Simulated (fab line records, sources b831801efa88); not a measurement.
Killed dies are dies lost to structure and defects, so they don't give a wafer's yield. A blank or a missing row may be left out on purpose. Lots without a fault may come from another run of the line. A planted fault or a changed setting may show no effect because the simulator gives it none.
Tool commonality check | flow gf180mcu | 13 lots, 39 wafers sampled

WHY IT WAS OPENED
At GF_HV_LDD_CD_MEAS_07 the reading cd_nm is flagged on 2 of 13 lots. Wafers without a fault read 400.0 nm, standard deviation 2.4.
Rule: a lot is flagged when every wafer of it that has a number lies more than 4 standard deviations from that mean, or none has a number. The other lots count as sound.

lot  | measured     | on        | cd_nm (nm), wafer by wafer | flag
L556 | day 10 09:31 | cd_sem-02 | 401.5 399.7 402.2          |
L558 | day 10 21:22 | cd_sem-02 | 393.9 396.3 398.0          |
L559 | day 11 09:23 | cd_sem-02 | 425.8 427.4 428.0          | FLAGGED
L560 | day 11 11:23 | cd_sem-02 | 398.7 399.1 396.5          |
L561 | day 11 20:56 | cd_sem-02 | 426.5 428.1 427.3          | FLAGGED
L569 | day 14 06:45 | cd_sem-01 | 400.1 400.6 399.7          |
L570 | day 14 15:26 | cd_sem-01 | 399.5 398.3 399.3          |
L572 | day 15 04:52 | cd_sem-01 | 396.4 394.8 392.1          |
L573 | day 15 14:56 | cd_sem-02 | 404.7 401.7 400.9          |
L574 | day 15 19:23 | cd_sem-02 | 404.1 402.0 400.3          |
L576 | day 16 12:37 | cd_sem-02 | 398.2 400.1 399.5          |
L577 | day 16 15:14 | cd_sem-02 | 403.5 402.3 402.0          |
L578 | day 17 02:02 | cd_sem-01 | 399.5 398.0 398.7          |
The numbers of the flagged lots are 427.2 nm on average: +27.2 nm against the usual, or +11 standard deviations.

WHICH TOOL RAN EACH LOT
The record holds 2 process steps before the reading, out of a route of 602 steps. In each cell: the tool, then ch and the chambers that the sampled wafers went through, then the start.
lot  | flag    | GF_VT_IMPLANT_STRIP_09               | GF_HV_LDD_DEVELOP_06
L556 |         | plasma_asher-04 ch 0,1, day 5 22:39  | litho_track-01 ch 0, day 10 09:22
L558 |         | plasma_asher-01 ch 0,1, day 6 12:04  | litho_track-02 ch 0, day 10 21:13
L559 | FLAGGED | plasma_asher-01 ch 0,1, day 6 17:33  | litho_track-02 ch 0, day 11 09:11
L560 |         | plasma_asher-02 ch 0,1, day 6 22:21  | litho_track-01 ch 0, day 11 11:15
L561 | FLAGGED | plasma_asher-04 ch 0,1, day 7 05:12  | litho_track-02 ch 0, day 11 20:47
L569 |         | plasma_asher-02 ch 0,1, day 9 03:46  | litho_track-02 ch 0, day 14 06:37
L570 |         | plasma_asher-01 ch 0,1, day 9 11:04  | litho_track-02 ch 0, day 14 15:17
L572 |         | plasma_asher-01 ch 0,1, day 9 22:28  | litho_track-04 ch 0, day 15 04:43
L573 |         | plasma_asher-04 ch 0,1, day 10 05:49 | litho_track-02 ch 0, day 15 14:41
L574 |         | plasma_asher-04 ch 0,1, day 10 11:31 | litho_track-02 ch 0, day 15 19:14
L576 |         | plasma_asher-04 ch 0,1, day 11 01:28 | litho_track-01 ch 0, day 16 12:28
L577 |         | plasma_asher-02 ch 0,1, day 11 06:58 | litho_track-02 ch 0, day 16 15:05
L578 |         | plasma_asher-04 ch 0,1, day 11 13:01 | litho_track-04 ch 0, day 17 01:53
What these steps do:
- GF_VT_IMPLANT_STRIP_09: strips in O2/N2.
- GF_HV_LDD_DEVELOP_06: develop time 60 s.
- GF_HV_LDD_CD_MEAS_07: target cd 400 nm.

FLAGGED OVER TOTAL, TOOL BY TOOL (the gauges that took the reading come last)
step                   | tool            | lots run | flagged | share of the flagged lots | sound lots run after its first flagged lot
GF_VT_IMPLANT_STRIP_09 | plasma_asher-01 | 4        | 1       | some                      | 2 (L570,L572)
GF_VT_IMPLANT_STRIP_09 | plasma_asher-02 | 3        | 0       | none                      | -
GF_VT_IMPLANT_STRIP_09 | plasma_asher-04 | 6        | 1       | some                      | 4 (L573,L574,L576,L578)
GF_HV_LDD_DEVELOP_06   | litho_track-01  | 3        | 0       | none                      | -
GF_HV_LDD_DEVELOP_06   | litho_track-02  | 8        | 2       | all                       | 5 (L569,L570,L573,L574,L577)
GF_HV_LDD_DEVELOP_06   | litho_track-04  | 2        | 0       | none                      | -
GF_HV_LDD_CD_MEAS_07   | cd_sem-01       | 4        | 0       | none                      | -
GF_HV_LDD_CD_MEAS_07   | cd_sem-02       | 9        | 2       | all                       | 5 (L560,L573,L574,L576,L577)

WHAT THE TABLE ALLOWS
2 rows of the table ran every flagged lot: litho_track-02 at GF_HV_LDD_DEVELOP_06, cd_sem-02 at GF_HV_LDD_CD_MEAS_07.
- litho_track-02 at GF_HV_LDD_DEVELOP_06: 2 of its 8 lots flagged. Sound lots ran on it after the first flagged one (L569, L570, L573, L574, L577), which a lasting fault on the whole tool wouldn't allow.
- cd_sem-02 at GF_HV_LDD_CD_MEAS_07: 2 of its 9 lots flagged. Sound lots ran on it after the first flagged one (L560, L573, L574, L576, L577), which a lasting fault on the whole tool wouldn't allow.
No row of the table ran every flagged lot and no sound lot after the first.

WHAT THE SIMULATOR HAD PUT IN
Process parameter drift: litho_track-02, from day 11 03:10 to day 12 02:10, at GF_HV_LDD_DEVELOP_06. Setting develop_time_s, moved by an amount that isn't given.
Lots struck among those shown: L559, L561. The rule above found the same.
